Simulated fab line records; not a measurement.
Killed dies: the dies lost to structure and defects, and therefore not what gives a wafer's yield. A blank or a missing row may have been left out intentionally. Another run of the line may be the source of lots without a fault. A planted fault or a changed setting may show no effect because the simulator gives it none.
What tool caused it?    flow gf180mcu    11 lots with 31 wafers sampled at 5 steps, on a route of 602 steps

WHAT THE GAUGES SHOWED, per wafer
GF_MIM_THK_MEAS_06.
lot   measured      on             MIM_CVD_05_THK (nm)
L640  day 24 12:43  film-metro-03  41.3 43.2 41.7
L641  day 25 00:30  film-metro-02  42.1 41.0 41.8
L642  day 25 05:09  film-metro-04  42.3 40.9 43.2
L644  day 26 06:52  film-metro-04  41.7
L649  day 27 09:35  film-metro-03  41.6 43.1 41.5
L652  day 28 15:41  film-metro-03  40.8 42.2 41.4
L653  day 29 00:22  film-metro-03  41.6 40.6 42.3
L655  day 29 15:10  film-metro-03  42.1 43.0 42.1
L656  day 29 21:58  film-metro-03  41.5 43.0 42.1
L660  day 30 20:33  film-metro-04  42.6 41.0 41.7
L663  day 31 15:01  film-metro-03  41.3 42.0 41.2

GF_V5_THK_MEAS_01.
lot   measured      on             V5_CVD_00_THK (nm)
L640  day 26 09:18  film-metro-04  307 298 299
L641  day 26 19:22  film-metro-03  295 297 296
L642  day 27 00:31  film-metro-03  301 297 297
L644  day 28 01:35  film-metro-01  360
L649  day 29 02:06  film-metro-04  302 298 299
L652  day 30 06:37  film-metro-03  300 302 296
L653  day 30 15:01  film-metro-01  306 302 296
L655  day 31 05:21  film-metro-01  302 303 306
L656  day 31 12:07  film-metro-03  295 300 301
L660  day 32 08:35  film-metro-01  302 302 297
L663  day 33 00:56  film-metro-04  301 301 305

GF_V5_THK_MEAS_03.
lot   measured      on             V5_CVD_02_THK (nm)
L640  day 26 09:28  film-metro-03  1435 1446 1472
L641  day 26 19:32  film-metro-04  1429 1422 1453
L642  day 27 00:40  film-metro-04  1420 1418 1465
L644  day 28 01:44  film-metro-03  1451
L649  day 29 02:16  film-metro-04  1450 1453 1477
L652  day 30 06:47  film-metro-03  1417 1472 1445
L653  day 30 15:11  film-metro-01  1439 1440 1458
L655  day 31 05:31  film-metro-03  1474 1499 1474
L656  day 31 12:16  film-metro-03  1414 1462 1447
L660  day 32 08:45  film-metro-04  1428 1435 1464
L663  day 33 01:05  film-metro-04  1453 1451 1463

TOOL THAT RAN EACH LOT (tool first, then ch and the chambers of the sampled wafers, then the start)
lot   GF_M5_ETCH_09                       GF_V5_CVD_00
L640  rie-diel-02 ch 0,2,3, day 26 08:31  hdpcvd-02 ch 0,1,2, day 26 09:14
L641  rie-diel-02 ch 0,1,2, day 26 18:37  hdpcvd-01 ch 0,1, day 26 19:19
L642  rie-diel-02 ch 0,2, day 26 23:46    hdpcvd-01 ch 0,1,2, day 27 00:27
L644  rie-diel-02 ch 1, day 28 00:49      hdpcvd-02 ch 0, day 28 01:31
L649  rie-diel-02 ch 1,2, day 29 01:22    hdpcvd-01 ch 0,2, day 29 02:04
L652  rie-diel-01 ch 1,2, day 30 05:52    hdpcvd-01 ch 0,1,2, day 30 06:33
L653  rie-diel-04 ch 0,1,3, day 30 14:17  hdpcvd-01 ch 0,1, day 30 14:57
L655  rie-diel-01 ch 1,2,3, day 31 04:37  hdpcvd-01 ch 0,1,2, day 31 05:18
L656  rie-diel-02 ch 0,1, day 31 11:20    hdpcvd-01 ch 0,1,2, day 31 12:02
L660  rie-diel-01 ch 1,2,3, day 32 07:41  hdpcvd-01 ch 0,1, day 32 08:32
L663  rie-diel-04 ch 2,3, day 33 00:10    hdpcvd-01 ch 1,2, day 33 00:52
- GF_M5_ETCH_09: etches Si3N4 in CF4/O2, target depth 52 nm, time 11.6 s.
- GF_V5_CVD_00: deposits SiO2, target thk 300 nm, time 50 s.

WHAT THE TOOLS THEMSELVES READ (means of the sampled wafers that have a number; where no wafer has one, the mark that the record gives instead)
GF_M5_ETCH_09.
lot   tool         drypump-motor-current-A (A)  oes-product-au (a.u.)  throttle-valve-pct (%)
L640  rie-diel-02  5.9                          0.988                  5.961
L641  rie-diel-02  5.9                          0.995                  5.966
L642  rie-diel-02  6.3                          1.002                  5.970
L644  rie-diel-02  5.3                          0.992                  5.961
L649  rie-diel-02  6.1                          0.984                  5.961
L652  rie-diel-01  5.3                          1.006                  5.976
L653  rie-diel-04  5.2                          1.008                  5.973
L655  rie-diel-01  5.3                          1.023                  5.978
L656  rie-diel-02  5.5                          0.984                  5.964
L660  rie-diel-01  5.3                          1.007                  5.977
L663  rie-diel-04  5.1                          1.003                  5.969

GF_V5_CVD_00.
lot   tool       sih4-flow-sccm (sccm)
L640  hdpcvd-02  59.86
L641  hdpcvd-01  60.05
L642  hdpcvd-01  60.12
L644  hdpcvd-02  72.23
L649  hdpcvd-01  60.05
L652  hdpcvd-01  60.00
L653  hdpcvd-01  60.02
L655  hdpcvd-01  60.06
L656  hdpcvd-01  59.95
L660  hdpcvd-01  60.04
L663  hdpcvd-01  59.91

THE ANSWER, worked out from the rows above alone
Rule: the usual values come from the lots themselves. Put in order of their means at a reading, lots are off if they are a third of the lots or fewer, leave a main group of 4 or more, and stand apart from it by a gap of 3 or more times the standard deviation of the main group's means; of several such gaps the widest counts. A main group whose means are all the same, to the digits that the tables above print for the reading, isn't used. A lot without any number at a reading at which 4 lots or more have one is off too. The other lots that the step has rows for count as sound. Order of review: gauges by route order, followed by the tools' own readings, for which a lot's mean as printed above is used. The first step at which some lot is off is used, and at that step the reading that is off furthest; a lot without a number counts as furthest.
Off: L644, seen at GF_V5_THK_MEAS_01 (V5_CVD_00_THK). Main group: mean 300 nm, sd 2.1.
A tool fits if, at a process step before that reading, it ran every lot that is off, and no sound lot after the first of them. Not tried: the gauges at GF_V5_THK_MEAS_01; whatever is off there is also off at GF_V5_CVD_00, on other tools, and gauge error can't account for it. One candidate fits, namely hdpcvd-02 at GF_V5_CVD_00. Its last sound lot is L640 (day 26 09:14), its first lot that is off L644 (day 28 01:31): a fault that began between those two fits.
On the lots that are off, the tool's own readings at GF_V5_CVD_00 differ by more than 5 times the standard deviation of the sound lots' means, which bears it out; sih4-flow-sccm reads 72.23 sccm there versus 60.01 sccm on the sound lots.

WHAT THE SIMULATOR PUT IN
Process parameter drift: hdpcvd-02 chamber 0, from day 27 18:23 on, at GF_V5_CVD_00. The setting sih4-flow-sccm was moved by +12, starting from 60. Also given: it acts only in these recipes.
Lots struck among those shown: L644. The rule above found the same.
